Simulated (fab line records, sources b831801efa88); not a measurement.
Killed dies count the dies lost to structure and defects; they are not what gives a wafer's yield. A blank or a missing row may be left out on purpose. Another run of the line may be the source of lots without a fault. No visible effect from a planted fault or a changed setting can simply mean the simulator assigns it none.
fab line records / flow gf180mcu
record lots=15 wafers=45 last-day=34
route steps=602 shown PSD@259 V1@350 M2@376
lots that met no fault: taken from a fault-free run of the same line
start-h: hours from the record's first day to the start of the lot's first wafer shown / wait-h: how many hours have passed since the lot's step before this one / " identical to the entry in the row above / L1.1+2: a row that stands for several wafers / - no value present, or no start provided / * or withheld: withheld / < > ~ a bound
route shown NAME@n: a module of which the file shows steps, and the number in the route of the first / usual: mean and standard deviation over wafers with no fault / same: alike in all rows / chamber/n: place in a boat / sites: each site's reading / _std_site: the standard deviation of these / _edge_site: the outer-site mean with the inner-site mean subtracted / radius-mm: for every site, how far away it sits from the centre of the wafer / mask NAME#n: copy n / behind: tool/chamber where the wafer was last shaped / hold: what put the lot on hold/how long, in hours/how the hold closed / device: transistor that didn't switch, given as n, p or np / end of line: tests of these same wafers at the route's end / a step without rows: its recipe alone / killed: not the wafer's yield, but the dies lost to structure and defects at the first sort / map: a wafer's dies, marking killed ones x, the rest . and places with no die _
set.NAME: the setting as run; set.NAME@STEP: as run at that earlier step / model.NAME: the simulator's own value behind a step, which no gauge read
steps of the route over a sample of lots; a table a step, a row a wafer
services: from which hour (start-h, from the record's first day; less than 0 if before it) a tool's chamber was out of use, for how many hours, and why
## steps
# step GF_PSD_TW_MEAS_11
# usual PSD_TW=3160/36
lot.wafer=L367.1 tool=film-metro-03 chamber=- start-h=314.40 wait-h=0.1 PSD_TW=3167
lot.wafer=L367.2 tool=film-metro-03 chamber=- start-h=314.40 wait-h=0.1 PSD_TW=3150
lot.wafer=L367.5 tool=film-metro-03 chamber=- start-h=314.40 wait-h=0.1 PSD_TW=3149
lot.wafer=L368.1 tool=film-metro-03 chamber=- start-h=326.29 wait-h=0.1 PSD_TW=3133
lot.wafer=L368.3 tool=film-metro-03 chamber=- start-h=326.29 wait-h=0.1 PSD_TW=3137
lot.wafer=L368.4 tool=film-metro-03 chamber=- start-h=326.29 wait-h=0.1 PSD_TW=3139
lot.wafer=L369.1 tool=film-metro-04 chamber=- start-h=334.65 wait-h=0.1 PSD_TW=3152
lot.wafer=L369.2 tool=film-metro-04 chamber=- start-h=334.65 wait-h=0.1 PSD_TW=3127
lot.wafer=L369.5 tool=film-metro-04 chamber=- start-h=334.65 wait-h=0.1 PSD_TW=3138
lot.wafer=L370.2 tool=film-metro-04 chamber=- start-h=340.80 wait-h=0.1 PSD_TW=3155
lot.wafer=L370.3 tool=film-metro-04 chamber=- start-h=340.80 wait-h=0.1 PSD_TW=3162
lot.wafer=L370.5 tool=film-metro-04 chamber=- start-h=340.80 wait-h=0.1 PSD_TW=3143
lot.wafer=L372.3 tool=film-metro-04 chamber=- start-h=362.52 wait-h=0.1 PSD_TW=3136
lot.wafer=L372.4 tool=film-metro-04 chamber=- start-h=362.52 wait-h=0.1 PSD_TW=3145
lot.wafer=L372.6 tool=film-metro-04 chamber=- start-h=362.52 wait-h=0.1 PSD_TW=3138
lot.wafer=L375.1 tool=film-metro-01 chamber=- start-h=386.29 wait-h=0.1 PSD_TW=3229
lot.wafer=L375.4 tool=film-metro-01 chamber=- start-h=386.29 wait-h=0.1 PSD_TW=3220
lot.wafer=L375.5 tool=film-metro-01 chamber=- start-h=386.29 wait-h=0.1 PSD_TW=3226
lot.wafer=L378.4 tool=film-metro-04 chamber=- start-h=412.93 wait-h=0.1 PSD_TW=3129
lot.wafer=L378.5 tool=film-metro-04 chamber=- start-h=412.93 wait-h=0.1 PSD_TW=3144
lot.wafer=L378.6 tool=film-metro-04 chamber=- start-h=412.93 wait-h=0.1 PSD_TW=3134
lot.wafer=L379.2 tool=film-metro-04 chamber=- start-h=419.21 wait-h=0.1 PSD_TW=3163
lot.wafer=L379.4 tool=film-metro-04 chamber=- start-h=419.21 wait-h=0.1 PSD_TW=3146
lot.wafer=L379.5 tool=film-metro-04 chamber=- start-h=419.21 wait-h=0.1 PSD_TW=3136
lot.wafer=L380.1 tool=film-metro-03 chamber=- start-h=430.54 wait-h=0.1 PSD_TW=3122
lot.wafer=L380.3 tool=film-metro-03 chamber=- start-h=430.54 wait-h=0.1 PSD_TW=3124
lot.wafer=L380.6 tool=film-metro-03 chamber=- start-h=430.54 wait-h=0.1 PSD_TW=3127
lot.wafer=L381.2 tool=film-metro-01 chamber=- start-h=434.11 wait-h=0.1 PSD_TW=3201
lot.wafer=L381.3 tool=film-metro-01 chamber=- start-h=434.11 wait-h=0.1 PSD_TW=3215
lot.wafer=L381.5 tool=film-metro-01 chamber=- start-h=434.11 wait-h=0.1 PSD_TW=3194
lot.wafer=L383.1 tool=film-metro-01 chamber=- start-h=451.15 wait-h=0.1 PSD_TW=3204
lot.wafer=L383.3 tool=film-metro-01 chamber=- start-h=451.15 wait-h=0.1 PSD_TW=3201
lot.wafer=L383.6 tool=film-metro-01 chamber=- start-h=451.15 wait-h=0.1 PSD_TW=3208
lot.wafer=L385.1 tool=film-metro-01 chamber=- start-h=471.14 wait-h=0.1 PSD_TW=3199
lot.wafer=L385.3 tool=film-metro-01 chamber=- start-h=471.14 wait-h=0.1 PSD_TW=3193
lot.wafer=L385.5 tool=film-metro-01 chamber=- start-h=471.14 wait-h=0.1 PSD_TW=3187
lot.wafer=L386.3 tool=film-metro-03 chamber=- start-h=479.71 wait-h=0.1 PSD_TW=3140
lot.wafer=L386.4 tool=film-metro-03 chamber=- start-h=479.71 wait-h=0.1 PSD_TW=3163
lot.wafer=L386.5 tool=film-metro-03 chamber=- start-h=479.71 wait-h=0.1 PSD_TW=3136
lot.wafer=L387.1 tool=film-metro-03 chamber=- start-h=484.05 wait-h=0.1 PSD_TW=3119
lot.wafer=L387.4 tool=film-metro-03 chamber=- start-h=484.05 wait-h=0.1 PSD_TW=3105
lot.wafer=L387.5 tool=film-metro-03 chamber=- start-h=484.05 wait-h=0.1 PSD_TW=3105
lot.wafer=L389.1 tool=film-metro-04 chamber=- start-h=505.36 wait-h=0.1 PSD_TW=3115
lot.wafer=L389.3 tool=film-metro-04 chamber=- start-h=505.36 wait-h=0.1 PSD_TW=3138
lot.wafer=L389.6 tool=film-metro-04 chamber=- start-h=505.36 wait-h=0.1 PSD_TW=3138
# step GF_V1_OVL_MEAS_15
# usual V1_OVL=0/5
lot.wafer=L367.1 tool=overlay-02 chamber=- start-h=408.15 wait-h=0.1 V1_OVL[nm]=3
lot.wafer=L367.2 tool=overlay-02 chamber=- start-h=408.15 wait-h=0.1 V1_OVL[nm]=4
lot.wafer=L367.5 tool=overlay-02 chamber=- start-h=408.15 wait-h=0.1 V1_OVL[nm]=-1
lot.wafer=L368.1 tool=overlay-01 chamber=- start-h=420.86 wait-h=0.1 V1_OVL[nm]=-4
lot.wafer=L368.3 tool=overlay-01 chamber=- start-h=420.86 wait-h=0.1 V1_OVL[nm]=0
lot.wafer=L368.4 tool=overlay-01 chamber=- start-h=420.86 wait-h=0.1 V1_OVL[nm]=3
lot.wafer=L369.1 tool=overlay-02 chamber=- start-h=430.11 wait-h=0.1 V1_OVL[nm]=7
lot.wafer=L369.2 tool=overlay-02 chamber=- start-h=430.11 wait-h=0.1 V1_OVL[nm]=13
lot.wafer=L369.5 tool=overlay-02 chamber=- start-h=430.11 wait-h=0.1 V1_OVL[nm]=12
lot.wafer=L370.2 tool=overlay-01 chamber=- start-h=437.92 wait-h=0.1 V1_OVL[nm]=-1
lot.wafer=L370.3 tool=overlay-01 chamber=- start-h=437.92 wait-h=0.1 V1_OVL[nm]=-8
lot.wafer=L370.5 tool=overlay-01 chamber=- start-h=437.92 wait-h=0.1 V1_OVL[nm]=-5
lot.wafer=L372.3 tool=overlay-01 chamber=- start-h=461.67 wait-h=0.1 V1_OVL[nm]=2
lot.wafer=L372.4 tool=overlay-01 chamber=- start-h=461.67 wait-h=0.1 V1_OVL[nm]=4
lot.wafer=L372.6 tool=overlay-01 chamber=- start-h=461.67 wait-h=0.1 V1_OVL[nm]=-4
lot.wafer=L375.1 tool=overlay-01 chamber=- start-h=487.21 wait-h=0.1 V1_OVL[nm]=-6
lot.wafer=L375.4 tool=overlay-01 chamber=- start-h=487.21 wait-h=0.1 V1_OVL[nm]=-2
lot.wafer=L375.5 tool=overlay-01 chamber=- start-h=487.21 wait-h=0.1 V1_OVL[nm]=0
lot.wafer=L378.4 tool=overlay-02 chamber=- start-h=512.88 wait-h=0.1 V1_OVL[nm]=4
lot.wafer=L378.5 tool=overlay-02 chamber=- start-h=512.88 wait-h=0.1 V1_OVL[nm]=5
lot.wafer=L378.6 tool=overlay-02 chamber=- start-h=512.88 wait-h=0.1 V1_OVL[nm]=4
lot.wafer=L379.2 tool=overlay-01 chamber=- start-h=519.42 wait-h=0.1 V1_OVL[nm]=3
lot.wafer=L379.4 tool=overlay-01 chamber=- start-h=519.42 wait-h=0.1 V1_OVL[nm]=3
lot.wafer=L379.5 tool=overlay-01 chamber=- start-h=519.42 wait-h=0.1 V1_OVL[nm]=-4
lot.wafer=L380.1 tool=overlay-01 chamber=- start-h=530.25 wait-h=0.1 V1_OVL[nm]=2
lot.wafer=L380.3 tool=overlay-01 chamber=- start-h=530.25 wait-h=0.1 V1_OVL[nm]=3
lot.wafer=L380.6 tool=overlay-01 chamber=- start-h=530.25 wait-h=0.1 V1_OVL[nm]=0
lot.wafer=L381.2 tool=overlay-01 chamber=- start-h=534.22 wait-h=0.1 V1_OVL[nm]=-1
lot.wafer=L381.3 tool=overlay-01 chamber=- start-h=534.22 wait-h=0.1 V1_OVL[nm]=3
lot.wafer=L381.5 tool=overlay-01 chamber=- start-h=534.22 wait-h=0.1 V1_OVL[nm]=5
lot.wafer=L383.1 tool=overlay-01 chamber=- start-h=550.90 wait-h=0.1 V1_OVL[nm]=-1
lot.wafer=L383.3 tool=overlay-01 chamber=- start-h=550.90 wait-h=0.1 V1_OVL[nm]=-4
lot.wafer=L383.6 tool=overlay-01 chamber=- start-h=550.90 wait-h=0.1 V1_OVL[nm]=-4
lot.wafer=L385.1 tool=overlay-01 chamber=- start-h=569.36 wait-h=0.1 V1_OVL[nm]=-3
lot.wafer=L385.3 tool=overlay-01 chamber=- start-h=569.36 wait-h=0.1 V1_OVL[nm]=-1
lot.wafer=L385.5 tool=overlay-01 chamber=- start-h=569.36 wait-h=0.1 V1_OVL[nm]=-5
lot.wafer=L386.3 tool=overlay-01 chamber=- start-h=574.97 wait-h=0.1 V1_OVL[nm]=-4
lot.wafer=L386.4 tool=overlay-01 chamber=- start-h=574.97 wait-h=0.1 V1_OVL[nm]=-4
lot.wafer=L386.5 tool=overlay-01 chamber=- start-h=574.97 wait-h=0.1 V1_OVL[nm]=-2
lot.wafer=L387.1 tool=overlay-01 chamber=- start-h=579.81 wait-h=0.1 V1_OVL[nm]=-2
lot.wafer=L387.4 tool=overlay-01 chamber=- start-h=579.81 wait-h=0.1 V1_OVL[nm]=-4
lot.wafer=L387.5 tool=overlay-01 chamber=- start-h=579.81 wait-h=0.1 V1_OVL[nm]=2
lot.wafer=L389.1 tool=overlay-01 chamber=- start-h=598.80 wait-h=0.1 V1_OVL[nm]=-3
lot.wafer=L389.3 tool=overlay-01 chamber=- start-h=598.80 wait-h=0.1 V1_OVL[nm]=-4
lot.wafer=L389.6 tool=overlay-01 chamber=- start-h=598.80 wait-h=0.1 V1_OVL[nm]=-5
# step GF_V1_SPUTTER_22
# recipe material=TiN target-thk-nm=10 chamber-pressure-pa=5 power-w=4000 time-s=40
# usual cathode-dc-power-W=4000.0/0.68 chamber-pressure-pa=5.002/0.011 throttle-valve-pct=30.1/0.63
lot.wafer=L367.1 tool=pvd-sputter-02 chamber=- start-h=408.91 wait-h=0.0 cathode-dc-power-W=3999.5 chamber-pressure-pa=4.998 throttle-valve-pct=30.4
lot.wafer=L367.2 tool=pvd-sputter-02 chamber=- start-h=408.91 wait-h=0.0 cathode-dc-power-W=4000.7 chamber-pressure-pa=4.971 throttle-valve-pct=31.1
lot.wafer=L367.5 tool=pvd-sputter-02 chamber=- start-h=408.91 wait-h=0.0 cathode-dc-power-W=3999.7 chamber-pressure-pa=4.996 throttle-valve-pct=30.7
lot.wafer=L368.1 tool=pvd-sputter-04 chamber=- start-h=421.96 wait-h=0.0 cathode-dc-power-W=3999.8 chamber-pressure-pa=5.006 throttle-valve-pct=30.3
lot.wafer=L368.3 tool=pvd-sputter-04 chamber=- start-h=421.96 wait-h=0.0 cathode-dc-power-W=4000.1 chamber-pressure-pa=5.001 throttle-valve-pct=28.7
lot.wafer=L368.4 tool=pvd-sputter-04 chamber=- start-h=421.96 wait-h=0.0 cathode-dc-power-W=3999.7 chamber-pressure-pa=4.987 throttle-valve-pct=30.1
lot.wafer=L369.1 tool=pvd-sputter-01 chamber=- start-h=431.27 wait-h=0.0 cathode-dc-power-W=3999.7 chamber-pressure-pa=5.023 throttle-valve-pct=30.2
lot.wafer=L369.2 tool=pvd-sputter-01 chamber=- start-h=431.27 wait-h=0.0 cathode-dc-power-W=3999.9 chamber-pressure-pa=4.980 throttle-valve-pct=29.6
lot.wafer=L369.5 tool=pvd-sputter-01 chamber=- start-h=431.27 wait-h=0.0 cathode-dc-power-W=3999.8 chamber-pressure-pa=5.023 throttle-valve-pct=29.9
lot.wafer=L370.2 tool=pvd-sputter-02 chamber=- start-h=438.68 wait-h=0.0 cathode-dc-power-W=4001.0 chamber-pressure-pa=4.999 throttle-valve-pct=29.9
lot.wafer=L370.3 tool=pvd-sputter-02 chamber=- start-h=438.68 wait-h=0.0 cathode-dc-power-W=4000.9 chamber-pressure-pa=5.014 throttle-valve-pct=30.7
lot.wafer=L370.5 tool=pvd-sputter-02 chamber=- start-h=438.68 wait-h=0.0 cathode-dc-power-W=3999.6 chamber-pressure-pa=5.013 throttle-valve-pct=30.8
lot.wafer=L372.3 tool=pvd-sputter-01 chamber=- start-h=462.42 wait-h=0.0 cathode-dc-power-W=3999.5 chamber-pressure-pa=4.973 throttle-valve-pct=30.2
lot.wafer=L372.4 tool=pvd-sputter-01 chamber=- start-h=462.42 wait-h=0.0 cathode-dc-power-W=4000.9 chamber-pressure-pa=4.998 throttle-valve-pct=30.2
lot.wafer=L372.6 tool=pvd-sputter-01 chamber=- start-h=462.42 wait-h=0.0 cathode-dc-power-W=3999.9 chamber-pressure-pa=4.984 throttle-valve-pct=30.4
lot.wafer=L375.1 tool=pvd-sputter-02 chamber=- start-h=487.99 wait-h=0.0 cathode-dc-power-W=4000.5 chamber-pressure-pa=5.005 throttle-valve-pct=30.5
lot.wafer=L375.4 tool=pvd-sputter-02 chamber=- start-h=487.99 wait-h=0.0 cathode-dc-power-W=3999.5 chamber-pressure-pa=4.996 throttle-valve-pct=29.9
lot.wafer=L375.5 tool=pvd-sputter-02 chamber=- start-h=487.99 wait-h=0.0 cathode-dc-power-W=3999.6 chamber-pressure-pa=5.026 throttle-valve-pct=30.5
lot.wafer=L378.4 tool=pvd-sputter-04 chamber=- start-h=513.62 wait-h=0.0 cathode-dc-power-W=3999.9 chamber-pressure-pa=5.020 throttle-valve-pct=28.6
lot.wafer=L378.5 tool=pvd-sputter-04 chamber=- start-h=513.62 wait-h=0.0 cathode-dc-power-W=4000.9 chamber-pressure-pa=5.001 throttle-valve-pct=30.4
lot.wafer=L378.6 tool=pvd-sputter-04 chamber=- start-h=513.62 wait-h=0.0 cathode-dc-power-W=3999.7 chamber-pressure-pa=5.010 throttle-valve-pct=28.7
lot.wafer=L379.2 tool=pvd-sputter-04 chamber=- start-h=520.26 wait-h=0.0 cathode-dc-power-W=4000.1 chamber-pressure-pa=4.996 throttle-valve-pct=30.5
lot.wafer=L379.4 tool=pvd-sputter-04 chamber=- start-h=520.26 wait-h=0.0 cathode-dc-power-W=4000.3 chamber-pressure-pa=5.014 throttle-valve-pct=28.8
lot.wafer=L379.5 tool=pvd-sputter-04 chamber=- start-h=520.26 wait-h=0.0 cathode-dc-power-W=3999.4 chamber-pressure-pa=5.018 throttle-valve-pct=28.5
lot.wafer=L380.1 tool=pvd-sputter-02 chamber=- start-h=531.01 wait-h=0.0 cathode-dc-power-W=3999.8 chamber-pressure-pa=5.004 throttle-valve-pct=30.8
lot.wafer=L380.3 tool=pvd-sputter-02 chamber=- start-h=531.01 wait-h=0.0 cathode-dc-power-W=4000.0 chamber-pressure-pa=4.991 throttle-valve-pct=30.2
lot.wafer=L380.6 tool=pvd-sputter-02 chamber=- start-h=531.01 wait-h=0.0 cathode-dc-power-W=3999.1 chamber-pressure-pa=4.987 throttle-valve-pct=30.6
lot.wafer=L381.2 tool=pvd-sputter-04 chamber=- start-h=534.97 wait-h=0.0 cathode-dc-power-W=3999.8 chamber-pressure-pa=5.005 throttle-valve-pct=30.1
lot.wafer=L381.3 tool=pvd-sputter-04 chamber=- start-h=534.97 wait-h=0.0 cathode-dc-power-W=4000.5 chamber-pressure-pa=5.015 throttle-valve-pct=30.3
lot.wafer=L381.5 tool=pvd-sputter-04 chamber=- start-h=534.97 wait-h=0.0 cathode-dc-power-W=4000.2 chamber-pressure-pa=4.998 throttle-valve-pct=30.5
lot.wafer=L383.1 tool=pvd-sputter-04 chamber=- start-h=551.67 wait-h=0.0 cathode-dc-power-W=3999.2 chamber-pressure-pa=4.991 throttle-valve-pct=30.2
lot.wafer=L383.3 tool=pvd-sputter-04 chamber=- start-h=551.67 wait-h=0.0 cathode-dc-power-W=4000.1 chamber-pressure-pa=5.002 throttle-valve-pct=30.3
lot.wafer=L383.6 tool=pvd-sputter-04 chamber=- start-h=551.67 wait-h=0.0 cathode-dc-power-W=4000.3 chamber-pressure-pa=4.997 throttle-valve-pct=30.4
lot.wafer=L385.1 tool=pvd-sputter-01 chamber=- start-h=570.46 wait-h=0.0 cathode-dc-power-W=- chamber-pressure-pa=- throttle-valve-pct=-
lot.wafer=L385.3 tool=pvd-sputter-01 chamber=- start-h=570.46 wait-h=0.0 cathode-dc-power-W=- chamber-pressure-pa=- throttle-valve-pct=-
lot.wafer=L385.5 tool=pvd-sputter-01 chamber=- start-h=570.46 wait-h=0.0 cathode-dc-power-W=- chamber-pressure-pa=- throttle-valve-pct=-
lot.wafer=L386.3 tool=pvd-sputter-04 chamber=- start-h=575.73 wait-h=0.0 cathode-dc-power-W=- chamber-pressure-pa=- throttle-valve-pct=-
lot.wafer=L386.4 tool=pvd-sputter-04 chamber=- start-h=575.73 wait-h=0.0 cathode-dc-power-W=- chamber-pressure-pa=- throttle-valve-pct=-
lot.wafer=L386.5 tool=pvd-sputter-04 chamber=- start-h=575.73 wait-h=0.0 cathode-dc-power-W=- chamber-pressure-pa=- throttle-valve-pct=-
lot.wafer=L387.1 tool=pvd-sputter-02 chamber=- start-h=580.60 wait-h=0.0 cathode-dc-power-W=- chamber-pressure-pa=- throttle-valve-pct=-
lot.wafer=L387.4 tool=pvd-sputter-02 chamber=- start-h=580.60 wait-h=0.0 cathode-dc-power-W=- chamber-pressure-pa=- throttle-valve-pct=-
lot.wafer=L387.5 tool=pvd-sputter-02 chamber=- start-h=580.60 wait-h=0.0 cathode-dc-power-W=- chamber-pressure-pa=- throttle-valve-pct=-
lot.wafer=L389.1 tool=pvd-sputter-02 chamber=- start-h=599.59 wait-h=0.0 cathode-dc-power-W=3999.2 chamber-pressure-pa=4.997 throttle-valve-pct=30.8
lot.wafer=L389.3 tool=pvd-sputter-02 chamber=- start-h=599.59 wait-h=0.0 cathode-dc-power-W=3998.4 chamber-pressure-pa=5.014 throttle-valve-pct=29.9
lot.wafer=L389.6 tool=pvd-sputter-02 chamber=- start-h=599.59 wait-h=0.0 cathode-dc-power-W=3999.4 chamber-pressure-pa=5.002 throttle-valve-pct=30.0
# step GF_M2_CD_MEAS_14
# recipe target-cd-nm=280
# usual cd-nm=279.9/1.3
lot.wafer=L367.1 tool=cd-sem-01 chamber=- start-h=433.38 wait-h=0.1 cd-nm=279.5
lot.wafer=L367.2 tool=cd-sem-01 chamber=- start-h=433.38 wait-h=0.1 cd-nm=278.9
lot.wafer=L367.5 tool=cd-sem-01 chamber=- start-h=433.38 wait-h=0.1 cd-nm=280.4
lot.wafer=L368.1 tool=cd-sem-02 chamber=- start-h=447.04 wait-h=0.1 cd-nm=279.2
lot.wafer=L368.3 tool=cd-sem-02 chamber=- start-h=447.04 wait-h=0.1 cd-nm=279.1
lot.wafer=L368.4 tool=cd-sem-02 chamber=- start-h=447.04 wait-h=0.1 cd-nm=279.3
lot.wafer=L369.1 tool=cd-sem-01 chamber=- start-h=456.04 wait-h=0.1 cd-nm=280.8
lot.wafer=L369.2 tool=cd-sem-01 chamber=- start-h=456.04 wait-h=0.1 cd-nm=279.6
lot.wafer=L369.5 tool=cd-sem-01 chamber=- start-h=456.04 wait-h=0.1 cd-nm=278.9
lot.wafer=L370.2 tool=cd-sem-01 chamber=- start-h=463.21 wait-h=0.1 cd-nm=281.1
lot.wafer=L370.3 tool=cd-sem-01 chamber=- start-h=463.21 wait-h=0.1 cd-nm=280.9
lot.wafer=L370.5 tool=cd-sem-01 chamber=- start-h=463.21 wait-h=0.1 cd-nm=279.9
lot.wafer=L372.3 tool=cd-sem-01 chamber=- start-h=486.82 wait-h=0.1 cd-nm=278.0
lot.wafer=L372.4 tool=cd-sem-01 chamber=- start-h=486.82 wait-h=0.1 cd-nm=277.9
lot.wafer=L372.6 tool=cd-sem-01 chamber=- start-h=486.82 wait-h=0.1 cd-nm=279.5
lot.wafer=L375.1 tool=cd-sem-02 chamber=- start-h=512.18 wait-h=0.1 cd-nm=279.6
lot.wafer=L375.4 tool=cd-sem-02 chamber=- start-h=512.18 wait-h=0.1 cd-nm=279.9
lot.wafer=L375.5 tool=cd-sem-02 chamber=- start-h=512.18 wait-h=0.1 cd-nm=279.9
lot.wafer=L378.4 tool=cd-sem-01 chamber=- start-h=537.59 wait-h=0.1 cd-nm=281.0
lot.wafer=L378.5 tool=cd-sem-01 chamber=- start-h=537.59 wait-h=0.1 cd-nm=281.5
lot.wafer=L378.6 tool=cd-sem-01 chamber=- start-h=537.59 wait-h=0.1 cd-nm=280.6
lot.wafer=L379.2 tool=cd-sem-01 chamber=- start-h=543.65 wait-h=0.1 cd-nm=284.0
lot.wafer=L379.4 tool=cd-sem-01 chamber=- start-h=543.65 wait-h=0.1 cd-nm=282.5
lot.wafer=L379.5 tool=cd-sem-01 chamber=- start-h=543.65 wait-h=0.1 cd-nm=283.3
lot.wafer=L380.1 tool=cd-sem-02 chamber=- start-h=554.33 wait-h=0.1 cd-nm=279.7
lot.wafer=L380.3 tool=cd-sem-02 chamber=- start-h=554.33 wait-h=0.1 cd-nm=280.3
lot.wafer=L380.6 tool=cd-sem-02 chamber=- start-h=554.33 wait-h=0.1 cd-nm=279.9
lot.wafer=L381.2 tool=cd-sem-02 chamber=- start-h=558.01 wait-h=0.1 cd-nm=279.6
lot.wafer=L381.3 tool=cd-sem-02 chamber=- start-h=558.01 wait-h=0.1 cd-nm=278.7
lot.wafer=L381.5 tool=cd-sem-02 chamber=- start-h=558.01 wait-h=0.1 cd-nm=278.5
lot.wafer=L383.1 tool=cd-sem-02 chamber=- start-h=574.19 wait-h=0.1 cd-nm=280.8
lot.wafer=L383.3 tool=cd-sem-02 chamber=- start-h=574.19 wait-h=0.1 cd-nm=280.8
lot.wafer=L383.6 tool=cd-sem-02 chamber=- start-h=574.19 wait-h=0.1 cd-nm=279.6
lot.wafer=L389.1 tool=cd-sem-02 chamber=- start-h=620.63 wait-h=0.1 cd-nm=279.1
lot.wafer=L389.3 tool=cd-sem-02 chamber=- start-h=620.63 wait-h=0.1 cd-nm=280.1
lot.wafer=L389.6 tool=cd-sem-02 chamber=- start-h=620.63 wait-h=0.1 cd-nm=280.6
## services
tool=pvd-sputter-01 chamber=- start-h=387.58 hours=1.8 kind=repair
## key
first-sign step=GF_V1_SPUTTER_22 reading=tool-record direction=missing
effect none on later readings
met-at GF_V1_SPUTTER_22
struck-lots L385,L386,L387
later-rows-left-out L385.1,L385.3,L385.5,L386.3,L386.4,L386.5,L387.1,L387.4,L387.5
sort-left-out L385.1,L385.3,L385.5,L386.3,L386.4,L386.5,L387.1,L387.4,L387.5
not-acting-at GF_PSD_TW_MEAS_11,GF_V1_OVL_MEAS_15,GF_M2_CD_MEAS_14
onset-between 551.67 570.46
fault kind=skipped-step-whole tool=pvd-sputter-01,pvd-sputter-02,pvd-sputter-04 chamber=- onset-h=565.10 steps=GF_V1_SPUTTER_22 scope=struck-lots-only
# sort-left-out: the simulated sort isn't trusted on such a fault, so these wafers' sort isn't shown, and their yield isn't known
# later-rows-left-out: the simulator's readings of these wafers behind a module that went badly wrong aren't trusted and aren't shown, but for the sort
